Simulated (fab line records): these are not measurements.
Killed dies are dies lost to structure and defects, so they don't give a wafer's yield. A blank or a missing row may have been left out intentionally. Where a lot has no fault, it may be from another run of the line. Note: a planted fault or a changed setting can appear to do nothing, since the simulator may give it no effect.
Matching of chambers	flow sfq line	pecvd-02 running SFQ_TRILAYER_I6_DEP_PECVD_165: 3 sister chambers
The step deposits SiO2 from SiH4/N2O, time 111.11 s, target thk 500 nm. 6 wafers are shown with their chamber, then 7 later ones without.

WAFERS WITH THEIR CHAMBER
wafer	chamber	throttle valve pct (%)	heater power w (W)
L502.2	1	26.7	77
L502.5	2	25.5	88
L502.6	1	27.1	80
L503.1	2	25.2	76
L503.3	0	26.3	117
L503.4	0	26.2	99

WAFERS MISSING THEIR CHAMBER
wafer	throttle valve pct (%)	heater power w (W)
L509.1	27.0	81
L509.3	26.4	109
L511.1	26.9	69
L511.3	26.1	97
L514.2	25.4	87
L514.3	27.1	70
L514.4	26.8	75

WHICH CHAMBER EACH WENT THROUGH
wafer	from the rows above	in truth
L509.1	1	1
L509.3	0	0
L511.1	1	1
L511.3	0	0
L514.2	2	2
L514.3	1	1
L514.4	1	1
Correctly placed: 7 of 7. Can't be placed from these rows: 0. Number placed wrongly: 0.
How it was worked out, from the rows above alone: a wafer's distance from a chamber is the root of the sum, over the readings, of the square of ((its reading less the chamber's mean) divided by the reading's scatter). The wafer belongs to the nearest chamber; if the next one is less than 2 further off, it can't be placed. Each chamber's mean is taken over the wafers shown for it. How the scatter is found: for the shown wafers, subtract from each reading the mean of its chamber, square and add these, divide the total by (wafers less chambers), then take the root.
